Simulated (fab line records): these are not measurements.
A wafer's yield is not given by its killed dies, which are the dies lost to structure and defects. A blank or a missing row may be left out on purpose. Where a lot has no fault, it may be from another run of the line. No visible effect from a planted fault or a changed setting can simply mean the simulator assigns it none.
Which tool did it? | flow sky130 | 18 wafers from 6 lots sampled at 2 of the route's 708 steps

== WHAT THE GAUGES SHOWED, per wafer ==
SKY_LDD_P_CD_MEAS_07: target cd 380 nm.
lot  | measured     | on        | cd_nm (nm)
L664 | day 18 22:10 | cd_sem-01 | 381.1 382.0 380.3
L666 | day 20 01:10 | cd_sem-02 | 378.5 379.4 382.8
L668 | day 20 15:43 | cd_sem-01 | 381.4 380.5 380.5
L670 | day 21 09:26 | cd_sem-02 | 380.6 383.5 383.3
L679 | day 24 16:52 | cd_sem-02 | 385.1 306.1 385.2
L681 | day 25 23:43 | cd_sem-02 | 378.6 378.6 375.6

== TOOL THAT RAN EACH LOT (tool first, then ch and the chambers of the sampled wafers, then the start) ==
lot  | SKY_LDD_P_DEVELOP_06
L664 | litho_track-02 ch 0, day 18 22:01
L666 | litho_track-02 ch 0, day 20 01:01
L668 | litho_track-02 ch 0, day 20 15:34
L670 | litho_track-02 ch 0, day 21 09:17
L679 | litho_track-03 ch 0, day 24 16:43
L681 | litho_track-02 ch 0, day 25 23:34
- SKY_LDD_P_DEVELOP_06: develop time 60 s.

== THE ANSWER, worked out from the rows above alone ==
Rule: what is usual is taken from the lots themselves. Put in order of their means at a reading, lots are off if they are a third of the lots or fewer, leave a main group of 4 or more, and stand apart from it by a gap of 3 or more times the standard deviation of the main group's means; of several such gaps the widest counts. The tables above print the reading to a certain number of digits; a main group whose means all agree to those digits is not used. A lot without any number at a reading at which 4 lots or more have one is off too. All remaining lots with rows at the step are treated as sound.
Off: L679, at SKY_LDD_P_CD_MEAS_07 (cd_nm). Main group: mean 380.4 nm, sd 1.6.
A tool fits if, at a process step before that reading, it ran every lot that is off, and no sound lot after the first of them. The gauges at SKY_LDD_P_CD_MEAS_07 are tried like those tools. One fits: SKY_LDD_P_DEVELOP_06 on litho_track-03. It ran no sound lot before its first lot that is off in this sample, so the start can't be narrowed down.

== WHAT HAD BEEN PUT IN BY THE SIMULATOR ==
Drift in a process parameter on litho_track-03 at SKY_LDD_P_DEVELOP_06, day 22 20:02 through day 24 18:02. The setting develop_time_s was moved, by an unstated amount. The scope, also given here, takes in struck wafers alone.
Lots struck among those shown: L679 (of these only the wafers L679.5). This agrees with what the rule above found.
